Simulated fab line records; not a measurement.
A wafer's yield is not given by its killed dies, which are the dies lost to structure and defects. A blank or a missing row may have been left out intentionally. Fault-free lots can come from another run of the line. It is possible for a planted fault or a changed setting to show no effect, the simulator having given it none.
Which tool did it?    flow gf180mcu    Sampling: 14 lots, 42 wafers, 4 of 602 route steps

## WHAT THE GAUGES SHOWED, per wafer
GF_M2_THK_MEAS_06: measures by xrf.
lot   measured      on             M2_ALCU_THK (nm)
L247  day 18 07:51  film-metro-04  450 445 446
L248  day 18 18:38  film-metro-04  453 453 454
L251  day 19 18:59  film-metro-04  450 454 458
L255  day 21 04:39  film-metro-03  441 455 457
L256  day 21 14:07  film-metro-04  443 447 456
L262  day 23 18:40  film-metro-02  449 456 449
L263  day 24 06:34  film-metro-04  453 446 451
L264  day 25 04:47  film-metro-03  452 446 459
L265  day 25 04:59  film-metro-04  465 457 456
L266  day 25 12:25  film-metro-04  456 452 447
L267  day 25 15:07  film-metro-03  455 452 457
L268  day 25 23:09  film-metro-04  454 447 451
L270  day 26 07:55  film-metro-04  451 454 447
L269  day 26 09:42  film-metro-03  459 451 460

GF_M3_RS_MEAS_05: measurement is done with a four-point probe.
lot   measured      on             M3_ALCU_RS (ohm/sq)
L247  day 20 10:53  film-metro-01  0.0696 0.0696 0.0693
L248  day 20 21:49  film-metro-04  0.0689 0.0691 0.0696
L251  day 21 21:35  film-metro-04  0.0683 0.0689 0.0675
L255  day 23 06:23  film-metro-02  0.0706 0.0699 0.0691
L256  day 23 15:06  film-metro-02  0.0688 0.0689 0.0696
L262  day 25 15:51  film-metro-02  0.0684 0.0700 0.0685
L263  day 26 05:16  film-metro-04  0.0694 0.0688 0.0710
L264  day 27 01:19  film-metro-04  0.0701 0.0697 0.0678
L265  day 27 02:17  film-metro-04  0.0696 0.0692 0.0696
L266  day 27 09:23  film-metro-04  0.0692 0.0695 0.0696
L267  day 27 12:22  film-metro-02  0.0698 0.0687 0.0686
L268  day 27 18:34  film-metro-04  0.0689 0.0704 0.0682
L270  day 28 03:33  film-metro-04  0.0707 0.0696 0.0693
L269  day 28 05:12  film-metro-02  0.0698 0.0697 0.0709

GF_V3_THK_MEAS_01.
lot   measured      on             V3_CVD_00_THK (nm)
L247  day 21 11:10  film-metro-04  603 615 611
L248  day 21 23:33  film-metro-03  603 583 591
L251  day 22 21:44  film-metro-03  601 601 601
L255  day 24 05:14  film-metro-04  605 606 612
L256  day 24 14:26  film-metro-04  603 599 617
L262  day 26 14:15  film-metro-04  603 601 595
L263  day 27 02:59  film-metro-04  614 610 609
L264  day 27 21:38  film-metro-03  602 595 601
L265  day 27 22:56  film-metro-04  609 596 601
L266  day 28 05:56  film-metro-04  599 608 607
L267  day 28 09:02  film-metro-03  601 606 600
L268  day 28 14:10  film-metro-01  606 604 603
L270  day 28 23:28  film-metro-03  596 608 603
L269  day 29 00:41  film-metro-04  607 599 602

## EACH LOT AND THE TOOL THAT RAN IT (in order: tool; ch and the chambers of the sampled wafers; start)
lot   GF_M3_SPUTTER_03
L247  pvd-sputter-02, day 20 10:49
L248  pvd-sputter-01, day 20 21:44
L251  pvd-sputter-03, day 21 21:32
L255  pvd-sputter-02, day 23 06:20
L256  pvd-sputter-03, day 23 15:01
L262  pvd-sputter-02, day 25 15:46
L263  pvd-sputter-01, day 26 05:11
L264  pvd-sputter-01, day 27 01:16
L265  pvd-sputter-03, day 27 02:14
L266  pvd-sputter-01, day 27 09:18
L267  pvd-sputter-01, day 27 12:16
L268  pvd-sputter-02, day 27 18:31
L270  pvd-sputter-03, day 28 03:28
L269  pvd-sputter-02, day 28 05:07
- GF_M3_SPUTTER_03: material Ti, target thk 10 nm, time 6.7 s.

## WHAT THE TOOLS THEMSELVES READ (means of the sampled wafers that have a number; where no wafer has one, the mark that the record gives instead)
GF_M3_SPUTTER_03.
lot   tool            cathode-dc-power-W (W)  chamber-pressure-pa (Pa)  throttle-valve-pct (%)
L247  pvd-sputter-02  2999.7                  0.2996                    30.2
L248  pvd-sputter-01  3000.3                  0.2995                    30.7
L251  pvd-sputter-03  2999.7                  0.3000                    28.5
L255  pvd-sputter-02  -                       -                         -
L256  pvd-sputter-03  -                       -                         -
L262  pvd-sputter-02  3000.5                  0.3000                    30.3
L263  pvd-sputter-01  3000.1                  0.2999                    31.2
L264  pvd-sputter-01  3000.7                  0.2996                    30.3
L265  pvd-sputter-03  3000.0                  0.3000                    28.5
L266  pvd-sputter-01  3000.0                  0.2996                    29.6
L267  pvd-sputter-01  3000.4                  0.2996                    30.7
L268  pvd-sputter-02  3000.3                  0.3002                    30.1
L270  pvd-sputter-03  3000.6                  0.2999                    28.2
L269  pvd-sputter-02  2999.3                  0.3004                    30.3

## THE ANSWER, worked out from the rows above alone
Rule: usual is defined by the lots themselves. Put in order of their means at a reading, lots are off if they are a third of the lots or fewer, leave a main group of 4 or more, and stand apart from it by a gap of 3 or more times the standard deviation of the main group's means; of several such gaps the widest counts. A main group is skipped when, at the precision printed for the reading in the tables above, its means are all equal. Also off: a lot with no number at a reading for which 4 or more lots have one. Any other lot the step has rows for is counted as sound. Order of review: gauges by route order, followed by the tools' own readings, for which a lot's mean as printed above is used. The first step at which some lot is off is used, and at that step the reading that is off furthest; a lot without a number counts as furthest.
Off, at GF_M3_SPUTTER_03 on cathode-dc-power-W: L255, L256. Without a number there: L255, L256. The main group: mean 3000.1 W, standard deviation 0.4.
A tool fits if, at that step or a process step before it, it ran every lot that is off, and no sound lot after the first of them. None of those tried fits.

## WHAT THE SIMULATOR HAD INSERTED
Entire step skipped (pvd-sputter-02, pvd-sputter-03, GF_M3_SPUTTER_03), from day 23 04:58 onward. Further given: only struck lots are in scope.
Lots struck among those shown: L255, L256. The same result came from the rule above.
